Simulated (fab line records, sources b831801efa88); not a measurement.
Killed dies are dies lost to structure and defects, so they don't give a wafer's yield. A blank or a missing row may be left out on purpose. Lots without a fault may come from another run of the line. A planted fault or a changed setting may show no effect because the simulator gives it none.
fab line records | flow sfq_line
record lots=6 wafers=18 last_day=91
route steps=325 shown I4@173 JJ@178
lots that met no fault: from a run of the same line without faults
start_h: hours from the record's first day to the start of the lot's first wafer shown | wait_h: hours since the lot's step before | " the same as in the row above | L1.1+2: a row that stands for several wafers | - no value, or no start given | * or withheld: withheld | < > ~ a bound
route shown NAME@n: a module of which the file shows steps, and the number in the route of the first | usual: mean/standard deviation of fault-free wafers | same: alike in all rows | chamber/n: place in a boat | sites: the reading at each site | _std_site: their standard deviation | _edge_site: outer sites' mean less inner sites' | radius_mm: how far each site lies from the wafer's centre | mask NAME#n: copy n | behind: the tool/chamber that last shaped the wafer | hold: why the lot was held/for how many hours/how that ended | device: the transistor (n, p or np) that didn't switch | end of line: the same wafers' tests at the end of the route | a step without rows: its recipe alone | killed: dies lost to structure and defects at the first sort, not the wafer's yield | map: a wafer's dies, x killed, . not, _ none there
set.NAME: the setting as run; set.NAME@STEP: as run at that earlier step | model.NAME: the simulator's own value behind a step, which no gauge read
lots at some steps of the route; a table a step, a row a wafer
services: from which hour (start_h, from the record's first day; less than 0 if before it) a tool's chamber was out of use, for how many hours, and why
## steps
# step SFQ_I4_OVL_MEAS_928
# usual I4_OVL=2/5
# columns lot.wafer tool chamber start_h wait_h I4_OVL[nm]
L348.2 overlay-02 - 1027.65 0.1 2
L348.3 " - " " 7
L348.5 " - " " 4
L354.1 overlay-01 - 1236.25 0.1 8
L354.5 " - " " 6
L354.6 " - " " 6
L357.1 overlay-02 - 1267.58 0.1 3
L357.2 " - " " 5
L357.3 " - " " -3
L358.2 overlay-01 - 1275.98 0.1 -8
L358.4 " - " " -2
L358.5 " - " " -9
L363.2 overlay-02 - 1298.54 0.1 -1
L363.3 " - " " -5
L363.5 " - " " -2
L365.2 overlay-02 - 1309.34 0.1 1
L365.4 " - " " -1
L365.5 " - " " 0
# step SFQ_TRILAYER_I4_VIA_BARC_OPEN_VIA_ETCH_146
# recipe mask_material=PR chemistry=O2 target_depth_nm=125 target=BARC source_w=500 bias_w=80 pressure_mtorr=30 time_s=41.7
# step SFQ_TRILAYER_I4_VIA_ETCH_VIA_ETCH_106
# recipe target=SiO2 stop_on=Nb mask_material=PR taper_deg=20 chemistry=CHF3 target_depth_nm=260 source_w=500 bias_w=80 pressure_mtorr=30 time_s=withheld
# step SFQ_TRILAYER_I4_VIA_STRIP_STRIP_107
# recipe gas=O2 power_w=200 platen_temp_c=40 overash_fraction=0.65 chemistry=O2 pressure_mtorr=50
# usual drypump_motor_current_A=5.4/0.5 oes_product_au=1.001/0.01
# columns lot.wafer tool chamber start_h wait_h drypump_motor_current_A oes_product_au rf_hours_counter_h
L348.2 rie_metal-04 1 1027.83 - 6.2 1.004 121
L348.3 " 1 " " 6.2 1.002 -
L348.5 " 0 " " 5.0 0.995 -
L354.1 rie_metal-03 1 1236.44 - 4.9 0.995 100
L354.5 " 0 " " 5.6 0.995 -
L354.6 " 1 " " 4.9 1.000 -
L357.1 rie_metal-02 0 1267.77 - 5.8 1.003 75
L357.2 " 1 " " 4.8 0.993 25
L357.3 " 0 " " 5.8 1.003 -
L358.2 rie_metal-04 1 1276.17 - 6.2 0.994 11
L358.4 " 0 " " 5.0 1.002 -
L358.5 " 0 " " 5.0 1.008 -
L363.2 rie_metal-03 0 1298.72 - 5.6 1.003 98
L363.3 " 0 " " 5.6 1.003 -
L363.5 " 1 " " 4.9 1.015 -
L365.2 rie_metal-02 1 1309.52 - 4.8 0.996 30
L365.4 " 0 " " 5.8 1.024 -
L365.5 " 1 " " 4.8 0.991 -
# step SFQ_TRILAYER_I4_VIA_STRIP_SOLV_CLEAN_108
# recipe chemistry=NMP temp_c=70 time_s=600
# step SFQ_TRILAYER_JJ_TRILAYER_DEP_PRE_CLEAN_113
# recipe gas=Ar time_s=22.5 bias_v=250
# step SFQ_TRILAYER_JJ_TRILAYER_DEP_SPUTTER_109
# recipe material=Nb base_pressure_pa=1.33e-06 chamber_pressure_pa=0.1333 substrate_temp_c=20 target_thk_nm=150 power_w=2000 time_s=100
# usual throttle_valve_pct=29.2/0.65
# columns lot.wafer tool chamber start_h wait_h throttle_valve_pct
L348.2 pvd_sputter-04 - 1028.64 0.0 29.8
L348.3 " - " " 28.8
L348.5 " - " " 28.6
L354.1 pvd_sputter-06 - 1237.25 0.0 28.8
L354.5 " - " " 29.7
L354.6 " - " " 29.6
L357.1 pvd_sputter-06 - 1268.57 0.0 29.3
L357.2 " - " " 28.9
L357.3 " - " " 29.8
L358.2 pvd_sputter-04 - 1276.97 0.0 27.7
L358.4 " - " " 28.9
L358.5 " - " " 28.8
L363.2 pvd_sputter-03 - 1299.54 0.0 28.8
L363.3 " - " " 28.8
L363.5 " - " " 28.7
L365.2 pvd_sputter-06 - 1310.32 0.0 28.9
L365.4 " - " " 29.8
L365.5 " - " " 28.7
# step SFQ_TRILAYER_JJ_TRILAYER_DEP_SPUTTER_110
# recipe material=Al base_pressure_pa=1.33e-06 target_thk_nm=8 power_w=500 time_s=10 chamber_pressure_pa=0.4
# usual throttle_valve_pct=29.2/0.67
# columns lot.wafer tool chamber start_h wait_h throttle_valve_pct
L348.2 pvd_sputter-04 - 1028.71 0.0 30.2
L348.3 " - " " 29.0
L348.5 " - " " 28.8
L354.1 pvd_sputter-06 - 1237.32 0.0 28.6
L354.5 " - " " 29.7
L354.6 " - " " 29.8
L357.1 pvd_sputter-06 - 1268.64 0.0 28.9
L357.2 " - " " 28.9
L357.3 " - " " 30.0
L358.2 pvd_sputter-04 - 1277.04 0.0 27.7
L358.4 " - " " 29.0
L358.5 " - " " 28.5
L363.2 pvd_sputter-03 - 1299.61 0.0 29.2
L363.3 " - " " 29.0
L363.5 " - " " 28.5
L365.2 pvd_sputter-06 - 1310.40 0.0 28.9
L365.4 " - " " 29.4
L365.5 " - " " 28.7
# step SFQ_TRILAYER_JJ_TRILAYER_DEP_AL_OXIDATION_111
# recipe pressure_mbar=0.014667 oxidation_time_s=600 temperature_k=293
# step SFQ_TRILAYER_JJ_TRILAYER_DEP_SPUTTER_112
# recipe material=Nb base_pressure_pa=1.33e-06 chamber_pressure_pa=0.1333 substrate_temp_c=20 target_thk_nm=170 power_w=2000 time_s=113.3
# usual throttle_valve_pct=29.2/0.68
# columns lot.wafer tool chamber start_h wait_h throttle_valve_pct
L348.2 pvd_sputter-04 - 1029.73 0.5 30.3
L348.3 " - " " 28.8
L348.5 " - " " 28.7
L354.1 pvd_sputter-06 - 1238.34 0.5 28.6
L354.5 " - " " 29.8
L354.6 " - " " 29.9
L357.1 pvd_sputter-06 - 1269.66 0.5 29.2
L357.2 " - " " 28.7
L357.3 " - " " 30.3
L358.2 pvd_sputter-04 - 1278.06 0.5 27.7
L358.4 " - " " 28.6
L358.5 " - " " 28.6
L363.2 pvd_sputter-03 - 1300.63 0.5 28.8
L363.3 " - " " 28.9
L363.5 " - " " 28.8
L365.2 pvd_sputter-06 - 1311.42 0.5 28.5
L365.4 " - " " 29.6
L365.5 " - " " 28.5
# step SFQ_JJ_RS_MEAS_929
# recipe thk_meas_gauge=four-point-probe reads=Nb_of_TRILAYER_JJ_TRILAYER_DEP_SPUTTER_112
# usual JJ_NB_RS=1.050/0.01
# columns lot.wafer tool chamber start_h wait_h JJ_NB_RS[ohm/sq]
L348.2 film_metro-04 - 1029.83 0.1 1.042
L348.3 " - " " 1.055
L348.5 " - " " 1.046
L354.1 film_metro-02 - 1238.42 0.0 1.053
L354.5 " - " " 1.048
L354.6 " - " " 1.050
L357.1 film_metro-01 - 1269.74 0.0 1.043
L357.2 " - " " 1.043
L357.3 " - " " 1.054
L358.2 film_metro-01 - 1278.16 0.1 1.063
L358.4 " - " " 1.043
L358.5 " - " " 1.051
L363.2 film_metro-01 - 1300.73 0.1 1.042
L363.3 " - " " 1.055
L363.5 " - " " 1.055
L365.2 film_metro-04 - 1311.52 0.1 1.043
L365.4 " - " " 1.051
L365.5 " - " " 1.051
# step SFQ_TRILAYER_JJ_CE_LITHO_COAT_119
# recipe resist=BARC spin_rpm=3000 resist_thk_nm=62
# columns lot.wafer tool chamber start_h wait_h model.BARC_of_TRILAYER_JJ_CE_LITHO_COAT_119.thk_nm
L348.2 litho_track-04 0 1030.04 0.1 62.02
L348.3+5 " 0 " " 61.96
L354.1+6 litho_track-01 0 1238.60 0.1 61.61
L354.5 " 0 " " 61.57
L357.1 litho_track-01 0 1269.92 0.1 74.05
L357.2 " 0 " " 61.91
L357.3 " 0 " " 62.04
L358.2 litho_track-01 0 1278.37 0.1 62.02
L358.4 " 0 " " 73.98
L358.5 " 0 " " 61.96
L363.2 litho_track-02 0 1300.94 0.1 62.07
L363.3 " 0 " " 62.14
L363.5 " 0 " " 62.35
L365.2+4 litho_track-02 0 1311.73 0.1 61.96
L365.5 " 0 " " 61.92
# step SFQ_TRILAYER_JJ_CE_LITHO_COAT_114
# recipe resist=KrF spin_rpm=3000 resist_thk_nm=600
# step SFQ_TRILAYER_JJ_CE_LITHO_SOFTBAKE_118
# recipe temp_c=withheld time_s=withheld resist=KrF
# step SFQ_TRILAYER_JJ_CE_LITHO_EXPOSE_115
# recipe mask_id=J5 na=0.6 source_shape=conventional sigma_outer=0.65 target_cd_nm=700 dose_mj=14.4
# step SFQ_TRILAYER_JJ_CE_LITHO_PEB_117
# recipe peb_temp_c=115 peb_time_s=60 resist=KrF
# step SFQ_TRILAYER_JJ_CE_LITHO_DEVELOP_116
# recipe time_s=60 resist=KrF
# step SFQ_JJ_OVL_MEAS_931
# usual J5_OVL=0/4.4
# columns lot.wafer tool chamber start_h wait_h J5_OVL[nm]
L348.2 overlay-02 - 1182.01 0.1 3
L348.3 " - " " 6
L348.5 " - " " 4
L354.1 overlay-01 - 1243.05 0.1 -4
L354.5 " - " " -1
L354.6 " - " " 3
L357.1 overlay-02 - 1417.58 0.1 2
L357.2 " - " " -1
L357.3 " - " " -2
L358.2 overlay-01 - 1424.79 0.1 1
L358.4 " - " " 1
L358.5 " - " " 3
L363.2 overlay-02 - 1450.23 0.1 -5
L363.3 " - " " -3
L363.5 " - " " -6
L365.2 overlay-02 - 1470.55 0.1 11
L365.4 " - " " 9
L365.5 " - " " 5
# step SFQ_TRILAYER_JJ_CE_METRO_MEASURE_117
# step SFQ_TRILAYER_JJ_CE_BARC_OPEN_RIE_150
# recipe mask_material=PR chemistry=O2 target_depth_nm=240 target=BARC icp_w=600 bias_w=80 pressure_mtorr=10 time_s=80
# usual drypump_motor_current_A=5.4/0.49 oes_product_au=0.538/0.0041
# columns lot.wafer tool chamber start_h wait_h drypump_motor_current_A oes_product_au rf_hours_counter_h model.etch.depth_nm
L348.2 rie_metal-02 0 1183.24 0.8 5.8 0.536 64 62.02
L348.3 " 1 " " 4.8 0.544 - 61.96
L348.5 " 0 " " 5.8 0.538 - 61.96
L354.1 rie_metal-01 0 1244.29 1.0 5.9 0.532 39 61.61
L354.5 " 0 " " 5.9 0.538 - 61.57
L354.6 " 1 " " 5.0 0.535 - 61.61
L357.1 rie_metal-01 1 1418.82 1.0 5.0 0.571 48 74.05
L357.2 " 0 " " 5.9 0.542 59 61.91
L357.3 " 1 " " 5.0 0.533 - 62.04
L358.2 rie_metal-02 0 1426.02 0.8 5.8 0.536 98 62.02
L358.4 " 0 " " 5.8 0.571 - 73.98
L358.5 " 1 " " 4.8 0.538 - 61.96
L363.2 rie_metal-02 1 1451.46 0.8 4.8 0.531 47 62.07
L363.3 " 0 " " 5.8 0.544 - 62.14
L363.5 " 1 " " 4.8 0.538 - 62.35
L365.2 rie_metal-04 0 1471.78 0.8 5.0 0.534 62 61.96
L365.4 " 1 " " 6.2 0.534 - 61.96
L365.5 " 1 " " 6.2 0.539 - 61.92
# step SFQ_TRILAYER_JJ_CE_ETCH_RIE_118
# recipe target=Nb stop_on=Al2O3 mask_material=PR taper_deg=13.257 over_etch_frac=0.15 time_s=97.7 chemistry=SF6 target_depth_nm=170 icp_w=600 bias_w=80 pressure_mtorr=10
# usual drypump_motor_current_A=5.4/0.49 oes_product_au=0.987/0.0073
# columns lot.wafer tool chamber start_h wait_h drypump_motor_current_A oes_product_au rf_hours_counter_h
L348.2 rie_metal-02 0 1183.33 0.1 5.8 0.991 64
L348.3 " 1 " " 4.8 0.983 -
L348.5 " 0 " " 5.8 1.000 -
L354.1 rie_metal-01 0 1244.38 0.1 5.8 0.987 39
L354.5 " 0 " " 5.8 0.986 -
L354.6 " 1 " " 5.0 0.989 -
L357.1 rie_metal-01 1 1418.91 0.1 5.0 0.977 48
L357.2 " 0 " " 5.8 1.001 59
L357.3 " 1 " " 5.0 0.982 -
L358.2 rie_metal-02 0 1426.11 0.1 5.8 0.984 98
L358.4 " 0 " " 5.8 0.996 -
L358.5 " 1 " " 4.8 0.986 -
L363.2 rie_metal-02 1 1451.55 0.1 4.8 0.986 47
L363.3 " 0 " " 5.8 0.988 -
L363.5 " 1 " " 4.8 0.979 -
L365.2 rie_metal-04 0 1471.87 0.1 5.0 1.002 62
L365.4 " 1 " " 6.2 0.981 -
L365.5 " 1 " " 6.2 0.984 -
## services
# columns tool chamber start_h hours kind
rie_metal-01 - 1004.31 0.3 repair
pvd_sputter-03 - 1009.69 1.6 repair
pvd_sputter-03 - 1021.00 6.7 repair
pvd_sputter-03 - 1095.30 51.1 repair
rie_metal-04 0 1126.82 15.7 repair
rie_metal-03 - 1140.67 1.4 pm
rie_metal-01 1 1148.61 3.9 repair
rie_metal-02 0 1149.82 14.0 repair
rie_metal-01 0 1171.11 2.8 repair
pvd_sputter-06 - 1173.98 0.8 repair
pvd_sputter-06 - 1196.40 8.6 repair
rie_metal-02 - 1206.26 0.6 repair
rie_metal-01 - 1209.65 1.4 pm
rie_metal-01 0 1246.55 4.4 repair
rie_metal-03 - 1257.89 1.5 repair
rie_metal-01 - 1272.46 0.3 repair
rie_metal-04 - 1276.77 15.6 pm
rie_metal-02 1 1284.58 5.0 repair
rie_metal-02 1 1315.02 5.8 repair
rie_metal-04 - 1352.83 28.1 pm
pvd_sputter-04 - 1366.06 4.0 repair
rie_metal-04 - 1382.93 0.5 repair
pvd_sputter-03 - 1403.37 6.2 repair
rie_metal-04 - 1469.06 1.0 repair
## key
first_sign step=SFQ_TRILAYER_JJ_CE_BARC_OPEN_RIE_150 reading=oes_product_au direction=up sigmas=8.1 usual=0.538 struck=0.571
effect none on later readings
model_effect step=SFQ_TRILAYER_JJ_CE_LITHO_COAT_119 value=BARC_of_TRILAYER_JJ_CE_LITHO_COAT_119.thk_nm without=62 struck=74.01
model_effect step=SFQ_TRILAYER_JJ_CE_BARC_OPEN_RIE_150 value=etch.depth_nm without=62 struck=74.01
met_at SFQ_TRILAYER_JJ_CE_LITHO_COAT_119
struck_wafers L357.1,L358.4
onset_between 1238.60 1269.92
fault kind=process_parameter_drift tool=litho_track-01 chamber=- onset_h=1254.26 steps=SFQ_TRILAYER_JJ_CE_LITHO_COAT_119 channel=resist_thk_nm offset=12.009 shape=step end_h=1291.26 scope=struck_wafers_only acts_in=these_recipes_only stated=62
